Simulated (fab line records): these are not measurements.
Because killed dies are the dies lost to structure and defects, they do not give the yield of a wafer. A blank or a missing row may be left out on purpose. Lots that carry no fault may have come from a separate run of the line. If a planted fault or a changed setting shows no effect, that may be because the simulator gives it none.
Check for tools in common + flow gf180mcu + Sampled: 13 lots, 39 wafers

## REASON FOR OPENING
Of 13 lots, 2 have the reading VT_IMPLANT_2_TW flagged at GF_VT_IMPLANT_TW_MEAS_21. Wafers without a fault read 1214, standard deviation 7.5.
Rule: a lot gets a flag if all its wafers with a number sit over 4 standard deviations from that mean, or if no wafer of it has a number. The rest of the lots are taken to be sound.

| lot  | measured     | on           | VT_IMPLANT_2_TW, wafer by wafer | flag    |
|------|--------------|--------------|---------------------------------|---------|
| L979 | day 6 14:02  | filmMetro-03 | 1229 1229 1229                  |         |
| L980 | day 6 19:28  | filmMetro-04 | 1209 1212 1204                  |         |
| L981 | day 7 01:26  | filmMetro-04 | 1205 1212 1212                  |         |
| L984 | day 7 22:47  | filmMetro-03 | 1224 1218 1212                  |         |
| L985 | day 8 01:20  | filmMetro-04 | 1203 1205 1206                  |         |
| L986 | day 8 09:31  | filmMetro-04 | 1205 1210 1200                  |         |
| L988 | day 8 20:08  | filmMetro-04 | 1203 1210 1201                  |         |
| L989 | day 9 02:22  | filmMetro-03 | 1206 1215 1213                  |         |
| L996 | day 11 06:30 | filmMetro-04 | 1092 1092 1094                  | FLAGGED |
| L997 | day 11 07:31 | filmMetro-03 | 1098 1100 1095                  | FLAGGED |
| L998 | day 11 12:23 | filmMetro-04 | 1210 1208 1217                  |         |
| L999 | day 11 19:08 | filmMetro-01 | 1213 1219 1217                  |         |
| L100 | day 12 02:55 | filmMetro-04 | 1205 1204 1207                  |         |
Average over the flagged lots: 1095; offset from the usual -119, equal to -16 standard deviations.

## WHICH TOOL EACH LOT WENT THROUGH
The record holds 2 process steps before the reading, out of a route of 602 steps. In each cell: the tool, then ch and the chambers that the sampled wafers went through, then the start.
| lot  | flag    | GF_VT_IMPLANT_IMPLANT_19        | GF_VT_IMPLANT_STRIP_20              |
|------|---------|---------------------------------|-------------------------------------|
| L979 |         | implanter-03 ch 0, day 6 13:47  | plasmaAsher-01 ch 0,1, day 6 13:55  |
| L980 |         | implanter-01 ch 0, day 6 19:13  | plasmaAsher-01 ch 0,1, day 6 19:22  |
| L981 |         | implanter-04 ch 0, day 7 01:12  | plasmaAsher-01 ch 0, day 7 01:19    |
| L984 |         | implanter-04 ch 0, day 7 22:32  | plasmaAsher-03 ch 1, day 7 22:40    |
| L985 |         | implanter-03 ch 0, day 8 01:07  | plasmaAsher-03 ch 0,1, day 8 01:16  |
| L986 |         | implanter-03 ch 0, day 8 09:18  | plasmaAsher-01 ch 0,1, day 8 09:26  |
| L988 |         | implanter-03 ch 0, day 8 19:55  | plasmaAsher-04 ch 0,1, day 8 20:04  |
| L989 |         | implanter-01 ch 0, day 9 02:09  | plasmaAsher-01 ch 0,1, day 9 02:17  |
| L996 | FLAGGED | implanter-03 ch 0, day 11 06:15 | plasmaAsher-01 ch 0,1, day 11 06:24 |
| L997 | FLAGGED | implanter-03 ch 0, day 11 07:17 | plasmaAsher-03 ch 0,1, day 11 07:24 |
| L998 |         | implanter-04 ch 0, day 11 12:08 | plasmaAsher-01 ch 0,1, day 11 12:16 |
| L999 |         | implanter-01 ch 0, day 11 18:53 | plasmaAsher-03 ch 0,1, day 11 19:01 |
| L100 |         | implanter-01 ch 0, day 12 02:41 | plasmaAsher-01 ch 0, day 12 02:48   |
What these steps do:
- GF_VT_IMPLANT_IMPLANT_19
- GF_VT_IMPLANT_STRIP_20: strips in O2/N2.
- GF_VT_IMPLANT_TW_MEAS_21

## FLAGGED OVER TOTAL, TOOL BY TOOL (the gauges that took the reading come last)
| step                     | tool           | lots run | flagged | share of the flagged lots | sound lots run after its first flagged lot |
|--------------------------|----------------|----------|---------|---------------------------|--------------------------------------------|
| GF_VT_IMPLANT_IMPLANT_19 | implanter-01   | 4        | 0       | none                      | -                                          |
| GF_VT_IMPLANT_IMPLANT_19 | implanter-03   | 6        | 2       | all                       | 0                                          |
| GF_VT_IMPLANT_IMPLANT_19 | implanter-04   | 3        | 0       | none                      | -                                          |
| GF_VT_IMPLANT_STRIP_20   | plasmaAsher-01 | 8        | 1       | some                      | 2 (L998,L100)                              |
| GF_VT_IMPLANT_STRIP_20   | plasmaAsher-03 | 4        | 1       | some                      | 1 (L999)                                   |
| GF_VT_IMPLANT_STRIP_20   | plasmaAsher-04 | 1        | 0       | none                      | -                                          |
| GF_VT_IMPLANT_TW_MEAS_21 | filmMetro-01   | 1        | 0       | none                      | -                                          |
| GF_VT_IMPLANT_TW_MEAS_21 | filmMetro-03   | 4        | 1       | some                      | 0                                          |
| GF_VT_IMPLANT_TW_MEAS_21 | filmMetro-04   | 8        | 1       | some                      | 2 (L998,L100)                              |

## WHAT IS ALLOWED BY THE TABLE
1 row of the table ran every flagged lot: implanter-03 at GF_VT_IMPLANT_IMPLANT_19.
- implanter-03 at GF_VT_IMPLANT_IMPLANT_19: 2 of its 6 lots flagged. It ran its last sound lot, L988, at day 8 19:55 and its first flagged lot, L996, at day 11 06:15: a fault with its onset between the two fits. Its own readings (doseIonsCm2, faradayCurrentUA) fall more than 4 standard deviations out on all wafers of the flagged lots.
What remains is a single tool, implanter-03 at GF_VT_IMPLANT_IMPLANT_19.

## WHAT WAS PUT IN BY THE SIMULATOR
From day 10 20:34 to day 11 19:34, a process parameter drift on implanter-03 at GF_VT_IMPLANT_IMPLANT_19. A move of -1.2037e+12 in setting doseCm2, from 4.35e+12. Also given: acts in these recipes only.
Shown lots that were struck: L996, L997. The rule given above showed the same thing.
